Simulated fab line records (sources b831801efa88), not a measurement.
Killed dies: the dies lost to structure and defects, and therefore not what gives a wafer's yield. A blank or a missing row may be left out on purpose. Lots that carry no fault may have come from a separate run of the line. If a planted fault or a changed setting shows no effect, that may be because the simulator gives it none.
Matching of chambers    flow gf180mcu    GF_CONTACT_CMP_04 on cmp-02: 4 sister chambers
The step polishes SiO2. 4 wafers are shown with their chamber, then 7 later ones without.

## WAFERS WITH THEIR CHAMBER
wafer   chamber  motorCurrentA (A)
L382.2  3        10.2
L382.3  2        13.2
L388.1  1        13.9
L388.2  0        9.3

## WAFERS WHOSE CHAMBER IS MISSING
wafer   motorCurrentA (A)
L388.5  13.9
L389.2  9.4
L389.5  13.6
L389.6  9.8
L390.1  11.5
L390.3  13.4
L390.6  13.9

## WHICH CHAMBER EACH WENT THROUGH
wafer   from the rows above           in truth
L388.5  can't be placed: 1 or 2       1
L389.2  can't be placed: 0 or 3       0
L389.5  can't be placed: 1 or 2       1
L389.6  can't be placed: 3 or 0       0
L390.1  can't be placed: 3 or 2 or 0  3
L390.3  can't be placed: 2 or 1       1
L390.6  can't be placed: 1 or 2       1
0 of 7 placed correctly. From these rows, 7 cannot be placed; in 7 the true chamber is one of the candidates. Wrongly placed: 0.
How it was worked out, from the rows above alone: a wafer's distance from a chamber is the root of the sum, over the readings, of the square of ((its reading less the chamber's mean) divided by the reading's scatter). The wafer belongs to the nearest chamber; if the next one is less than 2 further off, it can't be placed. For every chamber, the mean is computed from those of its wafers that are shown. The scatter: root of mean squared gap, hidden wafer to nearest shown wafer, with one shown wafer a chamber.
